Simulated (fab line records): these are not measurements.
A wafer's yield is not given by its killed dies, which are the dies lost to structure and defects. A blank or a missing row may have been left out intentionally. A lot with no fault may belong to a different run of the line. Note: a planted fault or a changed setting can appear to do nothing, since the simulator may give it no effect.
Which of the tools did it? -- flow sky130 -- 12 lots, 36 wafers sampled, at 3 steps of a route of 708

== WHAT THE GAUGES SHOWED, per wafer ==
SKY_POLY_GATE_THK_MEAS_01. Usual: for POLY_GATE_CVD_00_THK the level is 179.4 nm and the standard deviation is 1.6.
lot,measured,on,POLY_GATE_CVD_00_THK (nm),flag
L633,day 14 22:22,film_metro-04,178.8 178.4 178.3,
L632,day 14 22:22,film_metro-03,181.9 182.2 179.9,
L637,day 16 11:56,film_metro-02,181.2 180.1 179.5,
L638,day 16 21:28,film_metro-03,181.5 181.2 182.2,
L639,day 17 04:00,film_metro-04,177.3 178.0 176.3,
L645,day 19 05:54,film_metro-02,180.7 180.2 181.1,
L646,day 19 07:26,film_metro-02,177.0 176.1 176.7,
L647,day 19 16:35,film_metro-03,177.8 179.3 178.8,
L648,day 20 02:58,film_metro-02,178.2 178.3 178.2,
L651,day 21 03:38,film_metro-02,179.5 178.7 180.8,
L652,day 21 10:22,film_metro-02,179.0 178.7 179.9,
L654,day 22 03:17,film_metro-02,181.3 182.8 181.7,

SKY_LDD_LDN_OVL_MEAS_07. Usual: for LDD_LDN_OVL the level is 0.3 nm and the standard deviation is 1.3.
lot,measured,on,LDD_LDN_OVL (nm),flag
L633,day 23 21:05,overlay-02,-1.6 -1.8 -1.4,
L632,day 23 20:51,overlay-01,-0.6 -0.5 -0.5,
L637,day 25 12:32,overlay-02,-2.2 -0.8 -1.3,
L638,day 25 22:44,overlay-02,-0.2 0.6 1.8,
L639,day 26 06:11,overlay-02,-0.9 0.7 2.0,
L645,day 28 06:05,overlay-01,1.8 -0.6 0.6,
L646,day 28 09:50,overlay-01,0.6 1.0 2.5,
L647,day 28 14:42,overlay-01,-0.5 2.3 1.6,
L648,day 28 23:00,overlay-01,0.5 0.6 -0.7,
L651,day 29 22:14,overlay-01,0.0 -0.9 1.1,
L652,day 30 05:32,overlay-01,-0.7 0.2 -0.3,
L654,day 30 20:32,overlay-02,0.8 0.5 -0.4,

== WHAT TOOL EACH LOT RAN ON (gives the tool, then ch and the chambers of the sampled wafers, and finally the start) ==
lot,SKY_SONOS_ONO_ETCH_15
L633,"rie_diel-01 ch 1,3, day 13 11:38"
L632,"rie_diel-03 ch 0,2,3, day 13 11:51"
L637,"rie_diel-03 ch 0,1,3, day 15 00:11"
L638,"rie_diel-03 ch 0,1,2, day 15 10:05"
L639,"rie_diel-03 ch 0,1,2, day 15 16:15"
L645,"rie_diel-03 ch 0,2, day 17 17:04"
L646,"rie_diel-02 ch 0,1,3, day 17 19:07"
L647,"rie_diel-03 ch 0,1,2, day 18 03:15"
L648,"rie_diel-02 ch 0,2, day 18 13:30"
L651,"rie_diel-03 ch 0,2,3, day 19 16:11"
L652,"rie_diel-01 ch 2,3, day 19 22:26"
L654,"rie_diel-01 ch 1,2,3, day 20 16:01"
- SKY_SONOS_ONO_ETCH_15: etches the open film in CHF3/O2, target depth 19.52 nm, time 7.8 s.

== WHAT THE TOOLS THEMSELVES READ (means of the sampled wafers that have a number; where no wafer has one, the mark that the record gives instead) ==
SKY_SONOS_ONO_ETCH_15. Usual: drypump_motor_current_A 5.8 A, standard deviation 0.45; oes_product_au 0.995 a.u., standard deviation 0.014; rf_fwd_power_W 588 W, standard deviation 3.1; throttle_valve_pct 8.822 %, standard deviation 0.011.
lot,tool,drypump_motor_current_A (A),oes_product_au (a.u.),rf_fwd_power_W (W),throttle_valve_pct (%),flag
L633,rie_diel-01,6.1,0.986,590,8.836,
L632,rie_diel-03,5.8,1.003,588,8.828,
L637,rie_diel-03,5.9,0.992,586,8.819,
L638,rie_diel-03,5.7,1.003,588,8.817,
L639,rie_diel-03,5.7,1.005,586,8.821,
L645,rie_diel-03,5.4,1.006,589,8.820,
L646,rie_diel-02,5.3,0.982,584,8.826,
L647,rie_diel-03,5.7,0.995,587,8.830,
L648,rie_diel-02,5.6,0.984,589,8.818,
L651,rie_diel-03,5.8,1.005,587,8.827,
L652,rie_diel-01,5.9,0.992,590,8.825,
L654,rie_diel-01,5.9,0.996,590,8.822,

== THE ANSWER, worked out from the rows above alone ==
Rule: take the mean of a lot's wafers that have a number; if it is more than 3 standard deviations from the usual mean, the lot is off. A lot without any number at a reading at which 4 lots or more have one is off too. All remaining lots with rows at the step are treated as sound. After the gauges, taken in route order, come the tools' own readings; for these a lot's mean is taken, as printed above. The first step at which some lot is off is used, and at that step the reading that is off furthest; a lot without a number counts as furthest.
No lot is off at any reading shown: from this, nothing can be told.

== WHAT THE SIMULATOR HAD PUT IN ==
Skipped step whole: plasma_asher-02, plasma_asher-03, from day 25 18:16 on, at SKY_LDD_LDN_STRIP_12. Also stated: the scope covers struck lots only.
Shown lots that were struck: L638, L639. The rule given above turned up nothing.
